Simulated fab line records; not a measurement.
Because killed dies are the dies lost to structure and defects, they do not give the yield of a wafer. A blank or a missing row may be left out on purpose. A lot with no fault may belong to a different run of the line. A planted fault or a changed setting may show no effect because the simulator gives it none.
Struck lot and sound lot, side by side ; flow gf180mcu ; 14 steps out of a route of 602
Sound: wafers L630.2, L630.3, L630.6. Wafers struck: L633.1, L633.2, L633.6. The cause is named last.
Per side, at each step with rows, come the tool, then ch with its chambers, and then its first start. Under that, the readings that differ: sound wafers ; struck wafers ; difference of the means ; sigmas: that difference in standard deviations of wafers without a fault.
alike: a reading whose means differ by less than 2 such deviations, as well as words and numbers matching on both sides. not compared: withheld readings; readings where some wafer has no value; bounds like >300 that might hide an equal value; numbers whose values overlap and for which the record gives no deviation.
Wherever a step has rows on one side only, a row that says differs or no value, or a row with sigmas, the two part there. Numbers that have no deviation but don't overlap get no sigmas and don't part them. A reading that every wafer of one side lacks parts them only if that side has two wafers or more.

GF_M2_SPUTTER_00: material Ti, target thk 37.5 nm, time 150 s.
  sound on pvd sputter-01, day 21 22:04; struck on pvd sputter-02, day 23 03:32
  alike: throttle valve pct
GF_M2_SPUTTER_01: material TiN, target thk 30 nm, time 25 s.
  sound on pvd sputter-01, day 21 22:10; struck on pvd sputter-02, day 23 03:38
  alike: throttle valve pct
GF_M2_SPUTTER_02: material AlCu, target thk 450 nm, time 23.9 s.
  sound on pvd sputter-01, day 21 22:12; struck on pvd sputter-02, day 23 03:40
  alike: throttle valve pct
GF_M2_SPUTTER_03: material Ti, target thk 10 nm, time 6.7 s.
  sound on pvd sputter-01, day 21 22:14; struck on pvd sputter-02, day 23 03:41
  alike: throttle valve pct
GF_M2_SPUTTER_04: material TiN, target thk 50 nm, time 41.7 s.
  sound on pvd sputter-01, day 21 22:15; struck on pvd sputter-02, day 23 03:43
  alike: throttle valve pct
GF_M2_RS_MEAS_05: uses a four-point probe to measure.
  sound on film metro-02, day 21 22:19; struck on film metro-04, day 23 03:45
  alike: M2_ALCU_RS
GF_M2_THK_MEAS_06: measures by xrf.
  sound on film metro-02, day 21 22:25; struck on film metro-04, day 23 03:52
  alike: M2_ALCU_THK
then, 5 steps without rows for these wafers: GF_M2_DEHYDRATE_07 (time 60 s); GF_M2_HMDS_08 (prime time 60 s); GF_M2_COAT_09 (resist thk 1000 nm); GF_M2_SOFTBAKE_10 (time 60 s); GF_M2_EXPOSE_11 (exposes mask Metal2, target cd 280 nm).
GF_M2_PEB_12: peb time 90 s.
  sound on litho track-02 ch 0, day 22 20:27; struck on litho track-02, day 24 01:37
  no value came back on the struck wafers for chill plate temp C (C), exhaust pa (Pa); on the sound wafers chill plate temp C (C) reads 22.86 23.07 23.01
then, 1 step without rows for these wafers: GF_M2_DEVELOP_13 (develop time 60 s).

## WHERE THEY PART
Only at GF_M2_PEB_12, as far as this record shows.

WHY: the cause the simulator had injected
Beginning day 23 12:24, the whole step at GF_M2_PEB_12 was skipped on litho track-02. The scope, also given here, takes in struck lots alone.
